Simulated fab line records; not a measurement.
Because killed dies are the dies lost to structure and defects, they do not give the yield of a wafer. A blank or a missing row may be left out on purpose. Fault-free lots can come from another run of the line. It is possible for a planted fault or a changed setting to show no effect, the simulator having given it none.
fab line records + flow sky130
[record]
- lots = 5
- wafers = 15
- last-day = 49
route steps=708 shown LDD_LDN@292 SPACER@304 POLY_CUT@307 SD_P@320 RES_XHIGH@332 SALICIDE@361 PAD_OPEN@708
lots untouched by any fault: they come from a run of this same line in which no faults occurred
start-h: hours from the record's opening day to when the first of the lot's shown wafers began + wait-h: hours since the lot's step before + " the same as in the row above + L1.1+2: a single row standing in for several wafers + - no value present, or no start provided + * or withheld: withheld + < > ~ a bound
route shown NAME@n: names a module that has steps shown in the file, with the first one's number in the route + usual: mean and standard deviation over wafers with no fault + same: alike in all rows + chamber/n: place in a boat + sites: readings site by site + _std_site: the values' standard deviation + _edge_site: outer sites' mean less inner sites' + radius-mm: how far each site lies from the wafer's centre + mask NAME#n: copy n + behind: the tool/chamber that last shaped the wafer + hold: what put the lot on hold/how long, in hours/how the hold closed + device: the transistor (n, p or np) that didn't switch + end of line: tests of these same wafers at the route's end + step lacking rows: just its recipe + killed: the dies lost at the first sort to structure and to defects; this is not the yield of the wafer + map: per-die view of a wafer (x killed, . not killed, _ where there is no die)
set.NAME: the setting the step ran with; set.NAME@STEP: the setting that earlier step ran with + model.NAME: the simulator's own value behind a step, which no gauge read
lots at some steps of the route; a table a step, a row a wafer
services: when a tool's chamber went out of use (start-h, in hours from the record's first day, below 0 if earlier), for how many hours, and the reason
[[steps]]
[step SKY_LDD_LDN_SOFTBAKE_03]
[recipe]
- temp-c = 90
- time-s = 60
- resist = NOVOLAK
[step SKY_LDD_LDN_EXPOSE_04]
[recipe]
- mask-id = LDNTM
- na = 0.6
- source-shape = conventional
- sigma-outer = 0.6
- polarization = unpolarized
- target-cd-nm = 700
- dose-mj = 140
[step SKY_LDD_LDN_PEB_05]
[recipe]
- temp-c = withheld
- time-s = *
- resist = NOVOLAK
[step SKY_LDD_LDN_DEVELOP_06]
[recipe]
- resist = NOVOLAK
- developer = TMAH
- develop-time-s = 60
- dev-temp-c = 23
[step SKY_LDD_LDN_IMPLANT_08]
[recipe]
- species = As
- energy-kev = 15
- dose-cm2 = 1.25e+13
- tilt-deg = withheld
- rotation-deg = 23
[step SKY_LDD_LDN_IMPLANT_09]
[recipe]
- species = As
- energy-kev = 15
- dose-cm2 = 1.25e+13
- tilt-deg = withheld
- rotation-deg = 113
[step SKY_LDD_LDN_IMPLANT_10]
[recipe]
- species = As
- energy-kev = 15.08
- dose-cm2 = 1.25e+13
- tilt-deg = withheld
- rotation-deg = 203
[step SKY_LDD_LDN_IMPLANT_11]
[recipe]
- species = As
- energy-kev = 15
- dose-cm2 = 1.25e+13
- tilt-deg = withheld
- rotation-deg = 293
[step SKY_LDD_LDN_STRIP_12]
[recipe]
- chemistry = O2/N2
- power-w = 1400
- pressure-mtorr = 1500
- platen-temp-c = withheld
- o2-flow-sccm = 3000
- n2-flow-sccm = 300
- overash-fraction = 0.5
[step SKY_LDD_LDN_CLEAN_14]
[recipe]
- chemistry = SC1/SC2
- mix = 1:4:20
- temp-c = 70
- time-s = 150
- dry = n2-spin
[step SKY_SPACER_CVD_00]
[recipe]
- material = Si3N4
- precursor = DCS/NH3
- target-thk-nm = 43.1
- temp-c = 770
- time-s = 740
- pressure-mtorr = 250
[usual]
- pressure-mtorr = 250.0/0.57
- zone-power-centre-pct = 13.86/0.24
[same]
- time-s = 740
| lot.wafer | tool     | chamber | start-h | wait-h | pressure-mtorr | zone-power-centre-pct | model.Si3N4_of_SPACER_CVD_00.thk-nm |
|-----------|----------|---------|---------|--------|----------------|-----------------------|-------------------------------------|
| L124.1    | lpcvd-02 | 1       | 545.07  | 0.1    | 251.4          | 13.55                 | 43                                  |
| L124.3    | "        | 1       | "       | "      | 249.6          | 13.67                 | 42.58                               |
| L124.6    | "        | 1       | "       | "      | 250.1          | 13.69                 | 42.34                               |
| L127.2    | lpcvd-02 | 0       | 572.83  | 0.0    | 249.2          | 13.87                 | 42.97                               |
| L127.3    | "        | 0       | "       | "      | 249.4          | 14.13                 | 43                                  |
| L127.4    | "        | 0       | "       | "      | 249.0          | 14.07                 | 42.81                               |
| L136.4    | lpcvd-02 | 1       | 641.23  | 0.0    | 124.9          | 13.68                 | 35.5                                |
| L136.5    | "        | 1       | "       | "      | 123.9          | 13.78                 | 35.07                               |
| L136.6    | "        | 1       | "       | "      | 124.6          | 13.57                 | 35.55                               |
| L137.2    | lpcvd-02 | 0       | 656.43  | 0.4    | 125.5          | 14.07                 | 34.84                               |
| L137.4    | "        | 0       | "       | "      | 125.0          | 14.23                 | 34.39                               |
| L137.5    | "        | 0       | "       | "      | 126.0          | 14.01                 | 34.76                               |
| L138.3    | lpcvd-02 | 1       | 678.03  | 0.0    | 124.5          | 13.72                 | 34.47                               |
| L138.4    | "        | 1       | "       | "      | 125.0          | 13.86                 | 34.16                               |
| L138.6    | "        | 1       | "       | "      | 125.2          | 13.72                 | 34.28                               |
[step SKY_SPACER_THK_MEAS_01]
[recipe]
- reads = Si3N4_of_SPACER_CVD_00
[usual]
- SPACER_CVD_00_THK = 42.9/0.44
| lot.wafer | tool          | chamber | start-h | wait-h | SPACER_CVD_00_THK[nm] |
|-----------|---------------|---------|---------|--------|-----------------------|
| L124.1    | film-metro-03 | -       | 546.27  | 0.0    | 43.0                  |
| L124.3    | "             | -       | "       | "      | 42.6                  |
| L124.6    | "             | -       | "       | "      | 42.3                  |
| L127.2    | film-metro-04 | -       | 574.05  | 0.0    | 43.0                  |
| L127.3    | "             | -       | "       | "      | 43.0                  |
| L127.4    | "             | -       | "       | "      | 42.8                  |
| L136.4    | film-metro-01 | -       | 642.47  | 0.0    | 35.5                  |
| L136.5    | "             | -       | "       | "      | 35.0                  |
| L136.6    | "             | -       | "       | "      | 35.6                  |
| L137.2    | film-metro-04 | -       | 658.25  | 0.0    | 34.8                  |
| L137.4    | "             | -       | "       | "      | 34.5                  |
| L137.5    | "             | -       | "       | "      | 34.8                  |
| L138.3    | film-metro-04 | -       | 679.25  | 0.0    | 34.4                  |
| L138.4    | "             | -       | "       | "      | 34.1                  |
| L138.6    | "             | -       | "       | "      | 34.3                  |
[step SKY_SPACER_ETCHBACK_02]
[recipe]
- chemistry = CH3F/O2
- target = Si3N4
- stop-on = SiO2
- source-w = 400
- bias-w = 80
- pressure-mtorr = 25
- ch3f-flow-sccm = 40
- O2_flow_sccm = 30
- time-s = 46.7
- target-depth-a = 450
[usual]
- O2_flow_sccm = 30.00/0.1
- drypump-motor-current-A = 5.71/0.23
- oes-product-au = 0.852/0.0068
- throttle-valve-pct = 10.562/0.0095
[same]
- time-s = 46.7
| lot.wafer | tool        | chamber | start-h | wait-h | O2_flow_sccm | drypump-motor-current-A | oes-product-au | rf-hours-counter-h | throttle-valve-pct | model.etch.depth-nm |
|-----------|-------------|---------|---------|--------|--------------|-------------------------|----------------|--------------------|--------------------|---------------------|
| L124.1    | rie-diel-04 | 0       | 546.33  | 0.1    | 30.03        | 5.96                    | 0.850          | 9                  | 10.566             | 43                  |
| L124.3    | "           | 2       | "       | "      | 29.95        | 5.58                    | 0.847          | 3                  | 10.564             | 42.58               |
| L124.6    | "           | 2       | "       | "      | 29.93        | 5.57                    | 0.839          | -                  | 10.567             | 42.34               |
| L127.2    | rie-diel-03 | 0       | 574.10  | 0.0    | 30.02        | 5.64                    | 0.854          | 3                  | 10.561             | 42.97               |
| L127.3    | "           | 3       | "       | "      | 30.09        | 5.93                    | 0.856          | 4                  | 10.555             | 43                  |
| L127.4    | "           | 1       | "       | "      | 30.05        | 5.86                    | 0.852          | 11                 | 10.559             | 42.81               |
| L136.4    | rie-diel-04 | 3       | 642.50  | 0.0    | 30.02        | 5.82                    | 0.771          | 19                 | 10.557             | 35.5                |
| L136.5    | "           | 1       | "       | "      | 29.70        | 5.46                    | 0.778          | -                  | 10.546             | 35.07               |
| L136.6    | "           | 2       | "       | "      | 30.00        | 5.59                    | 0.773          | -                  | 10.553             | 35.55               |
| L137.2    | rie-diel-04 | 2       | 658.30  | 0.0    | 29.95        | 5.58                    | 0.768          | 6                  | 10.554             | 34.84               |
| L137.4    | "           | 1       | "       | "      | 29.93        | 5.47                    | 0.756          | 8                  | 10.556             | 34.39               |
| L137.5    | "           | 1       | "       | "      | 30.10        | 5.47                    | 0.762          | -                  | 10.541             | 34.76               |
| L138.3    | rie-diel-03 | 1       | 679.29  | 0.0    | 30.08        | 5.87                    | 0.751          | 12                 | 10.543             | 34.47               |
| L138.4    | "           | 2       | "       | "      | 29.97        | 5.42                    | 0.749          | 12                 | 10.557             | 34.16               |
| L138.6    | "           | 3       | "       | "      | 30.19        | 5.92                    | 0.761          | -                  | 10.566             | 34.28               |
[step SKY_POLY_CUT_DEHYDRATE_00]
[recipe]
- temp-c = 200
- time-s = 60
[step SKY_POLY_CUT_HMDS_01]
[recipe]
- prime-time-s = 60
- prime-temp-c = 120
[step SKY_POLY_CUT_COAT_02]
[recipe]
- resist = BARC
- temp-c = withheld
- time-s = withheld
- spin-rpm = 3000
- resist-thk-nm = 60
[step SKY_POLY_CUT_COAT_03]
[recipe]
- resist = KrF-thick
- spin-rpm = 3000
- resist-thk-nm = 450
[step SKY_POLY_CUT_SOFTBAKE_04]
[recipe]
- temp-c = 100
- time-s = 90
- resist = KrF-thick
[step SKY_POLY_CUT_EXPOSE_05]
[recipe]
- mask-id = NPCM
- na = 0.8
- source-shape = annular
- sigma-inner = 0.55
- sigma-outer = 0.85
- target-cd-nm = 270
- dose-mj = 32
[step SKY_POLY_CUT_PEB_06]
[recipe]
- peb-temp-c = withheld
- peb-time-s = withheld
- resist = KrF-thick
[step SKY_POLY_CUT_DEVELOP_07]
[recipe]
- develop-time-s = 60
- resist = KrF-thick
- dev-temp-c = 21
[step SKY_POLY_CUT_ETCH_10]
[recipe]
- chemistry = N2/H2
- target = BARC
- ion-energy-ev = 200
- source-w = 500
- bias-w = 100
- pressure-mtorr = 30
- n2-flow-sccm = 100
- h2-flow-sccm = 200
- stop-on = SiO2
- time-s = 45.9
- target-depth-a = 600
[step SKY_POLY_CUT_ETCH_11]
[recipe]
- target = Si3N4
- chemistry = CF4/CH2F2/Ar
- stop-on = poly-Si
- source-w = 600
- bias-w = 150
- pressure-mtorr = 40
- cf4-flow-sccm = 40
- ch2f2-flow-sccm = 20
- Ar_flow_sccm = 150
- time-s = 42.5
- target-depth-a = 600
[step SKY_POLY_CUT_STRIP_12]
[recipe]
- chemistry = O2/N2
- power-w = 1400
- pressure-mtorr = 1500
- platen-temp-c = withheld
- o2-flow-sccm = 3000
- n2-flow-sccm = 300
- overash-fraction = 0.5
[step SKY_SD_P_DEHYDRATE_00]
[recipe]
- temp-c = 200
- time-s = 60
[step SKY_SD_P_HMDS_01]
[recipe]
- prime-time-s = 60
- prime-temp-c = 120
[step SKY_SD_P_COAT_02]
[recipe]
- resist = NOVOLAK
- spin-rpm = 3000
- resist-thk-nm = 1140
[step SKY_SD_P_SOFTBAKE_03]
[recipe]
- temp-c = 90
- time-s = 60
- resist = NOVOLAK
[step SKY_SD_P_EXPOSE_04]
[recipe]
- mask-id = PSDM
- na = 0.6
- source-shape = conventional
- sigma-outer = 0.6
- polarization = unpolarized
- target-cd-nm = 380
- dose-mj = 138
[step SKY_SD_P_PEB_05]
[recipe]
- temp-c = withheld
- time-s = *
- resist = NOVOLAK
[step SKY_SD_P_DEVELOP_06]
[recipe]
- resist = NOVOLAK
- developer = TMAH
- develop-time-s = 60
- dev-temp-c = 23
[step SKY_SD_P_IMPLANT_09]
[recipe]
- species = BF2
- energy-kev = 20
- dose-cm2 = 3e+15
- tilt-deg = 0
[step SKY_SD_P_STRIP_10]
[recipe]
- chemistry = O2/N2
- power-w = 1400
- pressure-mtorr = 1500
- platen-temp-c = withheld
- o2-flow-sccm = 3000
- n2-flow-sccm = 300
- overash-fraction = 0.5
[step SKY_RES_XHIGH_DEHYDRATE_00]
[recipe]
- temp-c = 200
- time-s = 60
[step SKY_RES_XHIGH_HMDS_01]
[recipe]
- prime-time-s = 60
- prime-temp-c = 120
[step SKY_SALICIDE_CLEAN_00]
[recipe]
- chemistry = HF-last
- time-s = 30
- dilution = 100:1
- dry = ipa-marangoni
[same]
- time-s = 30
| lot.wafer | tool         | chamber | start-h | wait-h | model.Si3N4_of_SPACER_CVD_00.thk-nm |
|-----------|--------------|---------|---------|--------|-------------------------------------|
| L124.1    | wet-bench-02 | 1       | 662.29  | 0.1    | 42.02                               |
| L124.3    | "            | 1       | "       | "      | 41.59                               |
| L124.6    | "            | 1       | "       | "      | 41.36                               |
| L127.2    | wet-bench-02 | 3       | 688.64  | 0.1    | 41.99                               |
| L127.3    | "            | 3       | "       | "      | 42.02                               |
| L127.4    | "            | 3       | "       | "      | 41.83                               |
| L136.4    | wet-bench-02 | 1       | 753.59  | 0.0    | 34.53                               |
| L136.5    | "            | 1       | "       | "      | 34.09                               |
| L136.6    | "            | 1       | "       | "      | 34.58                               |
| L137.2    | wet-bench-03 | 0       | 767.34  | 0.1    | 33.84                               |
| L137.4    | "            | 0       | "       | "      | 33.39                               |
| L137.5    | "            | 0       | "       | "      | 33.76                               |
| L138.3    | wet-bench-03 | 0       | 789.53  | 0.1    | 33.5                                |
| L138.4    | "            | 0       | "       | "      | 33.19                               |
| L138.6    | "            | 0       | "       | "      | 33.31                               |
[step SKY_PAD_OPEN_PROBE_99]
[usual]
- killed_at_M0_to_M3 = 43/6.2
- killed_at_M4_up = 2.8/1.7
- killed-at-contacts = 24/4.8
- killed-at-front-end = 15/4.3
- killed-at-other = 0.3/0.55
- killed-dies = 85/8.4
- killed-open = 46/6.7
- killed-short = 38/6.2
[same]
- gross-dies = 492
- killed-at-back-side = 0
| lot.wafer | tool      | chamber | start-h | wait-h | killed_at_M0_to_M3 | killed_at_M4_up | killed-at-contacts | killed-at-front-end | killed-at-other | killed-dies | killed-open | killed-short | model.etest.pfet_01v8.r-on-ohm-um | model.etest.nfet-g5v0d10v5.r-on-ohm-um | model.etest.sonos-uncharged.r-on-ohm-um | model.etest.pfet_01v8.drive-ua-um | model.etest.nfet_01v8_lvt.drive-ua-um | model.etest.sram-pfet-latch.drive-ua-um | model.etest.pfet_01v8_hvt.drive-ua-um | model.etest.pfet_01v8_mvt.drive-ua-um |
|-----------|-----------|---------|---------|--------|--------------------|-----------------|--------------------|---------------------|-----------------|-------------|-------------|--------------|-----------------------------------|----------------------------------------|-----------------------------------------|-----------------------------------|---------------------------------------|-----------------------------------------|---------------------------------------|---------------------------------------|
| L124.1    | prober-01 | -       | 1082.59 | 0.1    | 35                 | 2               | 27                 | 15                  | 0               | 79          | 43          | 36           | 2908                              | 1906                                   | 820.9                                   | 193                               | 578                                   | 139.2                                   | 142.5                                 | 152.3                                 |
| L124.3    | prober-01 | -       | 1082.69 | 0.2    | 50                 | 1               | 23                 | 15                  | 0               | 89          | 51          | 38           | 2855                              | 1911                                   | 823.4                                   | 196.4                             | 585.7                                 | 139.9                                   | 147.1                                 | 153.8                                 |
| L124.6    | prober-01 | -       | 1082.84 | 0.2    | 45                 | 2               | 24                 | 18                  | 0               | 89          | 55          | 34           | 2854                              | 1899                                   | 811.2                                   | 196.8                             | 588.3                                 | 137.6                                   | 146.7                                 | 153.6                                 |
| L127.2    | prober-02 | -       | 1102.19 | 0.1    | 38                 | 2               | 18                 | 17                  | 3               | 78          | 42          | 36           | 2786                              | 1860                                   | 784.4                                   | 200.6                             | 597.3                                 | 152.6                                   | 150.3                                 | 154.4                                 |
| L127.3    | prober-02 | -       | 1102.24 | 0.2    | 37                 | 8               | 20                 | 13                  | 0               | 78          | 40          | 38           | 2930                              | 1866                                   | 809                                     | 190.7                             | 569.1                                 | 143.1                                   | 141.8                                 | 150.2                                 |
| L127.4    | prober-02 | -       | 1102.29 | 0.2    | 53                 | 5               | 20                 | 19                  | 0               | 97          | 53          | 44           | 2852                              | 1875                                   | 797.8                                   | 194                               | 585                                   | 147.2                                   | 144.9                                 | 153.2                                 |
| L136.4    | prober-01 | -       | 1147.34 | 0.2    | 49                 | 5               | 24                 | 10                  | 0               | 88          | 48          | 40           | 2680                              | 1869                                   | 771.3                                   | 210.2                             | 587.2                                 | 158.3                                   | 158.7                                 | 160                                   |
| L136.5    | prober-01 | -       | 1147.39 | 0.2    | 33                 | 2               | 22                 | 11                  | 0               | 68          | 33          | 35           | 2633                              | 1826                                   | 762.5                                   | 216.1                             | 604.3                                 | 161.1                                   | 163.7                                 | 162.8                                 |
| L136.6    | prober-01 | -       | 1147.44 | 0.2    | 46                 | 2               | 28                 | 19                  | 0               | 95          | 49          | 46           | 2632                              | 1851                                   | 768.8                                   | 212.1                             | 604                                   | 158.7                                   | 159.5                                 | 160                                   |
| L137.2    | prober-02 | -       | 1156.50 | 0.1    | 50                 | 1               | 28                 | 16                  | 1               | 96          | 54          | 42           | 2695                              | 1849                                   | 763.5                                   | 208                               | 583.1                                 | 152.5                                   | 154.7                                 | 155.7                                 |
| L137.4    | prober-02 | -       | 1156.60 | 0.2    | 37                 | 5               | 18                 | 14                  | 0               | 74          | 42          | 30           | 2612                              | 1812                                   | 751.8                                   | 216.2                             | 604.6                                 | 165.6                                   | 160.9                                 | 158.6                                 |
| L137.5    | prober-02 | -       | 1156.65 | 0.2    | 35                 | 2               | 20                 | 16                  | 0               | 73          | 43          | 30           | 2626                              | 1827                                   | 775.5                                   | 215                               | 607.4                                 | 164.8                                   | 162.1                                 | 160.7                                 |
| L138.3    | prober-01 | -       | 1171.99 | 0.2    | 51                 | 1               | 30                 | 15                  | 0               | 97          | 52          | 45           | 2541                              | 1796                                   | 759.2                                   | 224.3                             | 610.3                                 | 166.9                                   | 170.2                                 | 167.1                                 |
| L138.4    | prober-01 | -       | 1172.04 | 0.2    | 42                 | 2               | 21                 | 14                  | 0               | 79          | 48          | 31           | 2617                              | 1803                                   | 751.1                                   | 218.2                             | 594.4                                 | 162.4                                   | 163.8                                 | 164.1                                 |
| L138.6    | prober-01 | -       | 1172.14 | 0.2    | 45                 | 3               | 26                 | 7                   | 1               | 82          | 37          | 44           | 2665                              | 1826                                   | 753                                     | 213.2                             | 598.6                                 | 160.8                                   | 159.2                                 | 161.5                                 |
// killed by level:class
L124.1 CONTACT:geometric-particle:open=9 LI_CONTACT:geometric-particle:open=6 VIA1:geometric-particle:open=6 FIELD_ISO:geometric-particle:open=5 LI_CONTACT:geometric-particle:short=5 LOCAL_INTERCONNECT:geometric-particle:short=5 METAL1:geometric-particle:short=5 VIA2:geometric-particle:short=5
L124.3 VIA1:geometric-particle:open=13 CONTACT:geometric-particle:open=12 VIA3:geometric-particle:open=9 METAL1:geometric-particle:short=7 FIELD_ISO:geometric-particle:short=5 FIELD_ISO:geometric-particle:open=5 CONTACT:geometric-particle:short=5 VIA1:geometric-particle:short=5
L124.6 VIA1:geometric-particle:open=11 LI_CONTACT:geometric-particle:open=8 CONTACT:geometric-particle:open=8 VIA3:geometric-particle:open=7 VIA2:geometric-particle:open=6 METAL2:geometric-particle:short=6 FIELD_ISO:geometric-particle:short=5 FIELD_ISO:geometric-particle:open=5
L127.2 VIA2:geometric-particle:open=11 FIELD_ISO:geometric-particle:short=5 POLY_GATE:geometric-particle:open=5 CONTACT:geometric-particle:open=5 CONTACT:geometric-particle:short=4 METAL1:geometric-particle:short=4 METAL2:geometric-particle:short=4 FIELD_ISO:geometric-particle:open=3
L127.3 VIA1:geometric-particle:open=8 LI_CONTACT:geometric-particle:open=7 METAL4:geometric-particle:short=6 FIELD_ISO:geometric-particle:open=5 METAL1:geometric-particle:short=5 METAL2:geometric-particle:open=5 VIA2:geometric-particle:open=5 POLY_GATE:geometric-particle:short=4
L127.4 VIA2:geometric-particle:open=13 METAL2:geometric-particle:short=11 CONTACT:geometric-particle:open=10 VIA3:geometric-particle:open=7 FIELD_ISO:geometric-particle:open=6 VIA1:geometric-particle:open=6 FIELD_ISO:geometric-particle:short=5 METAL4:geometric-particle:short=5
L136.4 VIA1:geometric-particle:open=11 METAL2:geometric-particle:short=8 CONTACT:geometric-particle:open=8 CONTACT:geometric-particle:short=6 VIA1:geometric-particle:short=6 VIA2:geometric-particle:open=6 VIA3:geometric-particle:open=6 LI_CONTACT:geometric-particle:open=4
L136.5 METAL2:geometric-particle:short=11 LI_CONTACT:geometric-particle:open=8 POLY_GATE:geometric-particle:open=5 CONTACT:geometric-particle:open=5 VIA1:geometric-particle:open=5 VIA3:geometric-particle:open=5 LI_CONTACT:geometric-particle:short=4 VIA1:geometric-particle:short=4
L136.6 METAL2:geometric-particle:short=11 CONTACT:geometric-particle:open=11 LI_CONTACT:geometric-particle:open=6 VIA2:geometric-particle:open=6 METAL2:geometric-particle:open=5 FIELD_ISO:geometric-particle:open=4 POLY_GATE:geometric-particle:short=4 LI_CONTACT:geometric-particle:short=4
L137.2 VIA1:geometric-particle:open=10 METAL2:geometric-particle:short=10 LI_CONTACT:geometric-particle:open=9 CONTACT:geometric-particle:open=8 VIA2:geometric-particle:open=6 VIA3:geometric-particle:open=6 CONTACT:geometric-particle:short=5 VIA1:geometric-particle:short=5
L137.4 VIA1:geometric-particle:open=11 CONTACT:geometric-particle:open=10 VIA3:geometric-particle:open=8 VIA1:geometric-particle:short=6 METAL2:geometric-particle:short=6 FIELD_ISO:geometric-particle:open=4 FIELD_ISO:geometric-particle:short=4 LI_CONTACT:geometric-particle:short=3
L137.5 CONTACT:geometric-particle:open=11 VIA1:geometric-particle:open=9 FIELD_ISO:geometric-particle:open=7 VIA1:geometric-particle:short=7 VIA2:geometric-particle:open=5 METAL1:geometric-particle:short=5 LI_CONTACT:geometric-particle:open=4 FIELD_ISO:geometric-particle:short=3
L138.3 VIA1:geometric-particle:open=11 METAL2:geometric-particle:short=10 CONTACT:geometric-particle:open=8 LI_CONTACT:geometric-particle:open=7 POLY_GATE:geometric-particle:open=6 CONTACT:geometric-particle:short=6 LI_CONTACT:geometric-particle:short=5 VIA1:geometric-particle:short=5
L138.4 VIA3:geometric-particle:open=11 VIA1:geometric-particle:open=9 LI_CONTACT:geometric-particle:open=8 METAL2:geometric-particle:short=8 CONTACT:geometric-particle:open=5 FIELD_ISO:geometric-particle:short=4 POLY_GATE:geometric-particle:open=4 METAL3:geometric-particle:short=4
L138.6 VIA1:geometric-particle:open=10 LI_CONTACT:geometric-particle:open=7 LOCAL_INTERCONNECT:geometric-particle:short=6 VIA2:geometric-particle:open=6 VIA2:geometric-particle:short=6 VIA1:geometric-particle:short=5 CONTACT:geometric-particle:short=5 METAL2:geometric-particle:short=5
[[services]]
| tool        | chamber | start-h | hours | kind   |
|-------------|---------|---------|-------|--------|
| rie-diel-04 | 1       | 524.74  | 4.6   | repair |
| rie-diel-03 | -       | 526.32  | 4.3   | pm     |
| rie-diel-04 | 1       | 566.23  | 2.6   | repair |
| rie-diel-03 | 1       | 602.27  | 9.0   | repair |
| rie-diel-04 | 3       | 635.97  | 2.2   | repair |
| lpcvd-02    | -       | 685.67  | 17.2  | pm     |
| rie-diel-04 | 1       | 711.31  | 4.9   | repair |
| rie-diel-04 | 2       | 733.94  | 4.7   | repair |
| rie-diel-03 | 3       | 736.24  | 5.7   | repair |
| rie-diel-03 | 0       | 736.48  | 1.4   | repair |
[[key]]
[first-sign]
- step = SKY_SPACER_CVD_00
- reading = pressure-mtorr
- direction = down
- sigmas = 99+
- usual = 250.0
- struck = 125.0
[effect]
- step = SKY_SPACER_THK_MEAS_01
- reading = SPACER_CVD_00_THK
- direction = down
- sigmas = 18
- usual = 42.9
- struck = 34.8
[effect]
- step = SKY_SPACER_ETCHBACK_02
- reading = oes-product-au
- direction = down
- sigmas = 13
- usual = 0.852
- struck = 0.763
[model-effect]
- step = SKY_SPACER_CVD_00
- value = Si3N4_of_SPACER_CVD_00.thk-nm
- without = 42.87
- struck = 34.78
[model-effect]
- step = SKY_SPACER_ETCHBACK_02
- value = etch.depth-nm
- without = 42.87
- struck = 34.78
[model-effect]
- step = SKY_SALICIDE_CLEAN_00
- value = Si3N4_of_SPACER_CVD_00.thk-nm
- without = 41.89
- struck = 33.8
[model-effect]
- step = SKY_PAD_OPEN_PROBE_99
- value = etest.pfet_01v8.r-on-ohm-um
- without = 2885
- struck = 2633
met-at SKY_SPACER_CVD_00
struck-wafers L136.4,L136.5,L136.6,L137.2,L137.4,L137.5,L138.3,L138.4,L138.6
tester-left-out L136,L137,L138
onset-between 572.83 641.23
[fault]
- kind = process-parameter-drift
- tool = lpcvd-02
- chamber = -
- onset-h = 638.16
- steps = SKY_SPACER_CVD_00
- channel = pressure-mtorr
- offset = -125
- shape = step
- end-h = 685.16
- acts-in = these-recipes-only
- stated = 250
// tester-left-out: of these lots the tester's yield and bins aren't shown, on N5 and GAA mostly nor the transistor test; their killed dies are dies lost to structure and defects alone, not to doping, threshold or leakage, so they don't give the yield
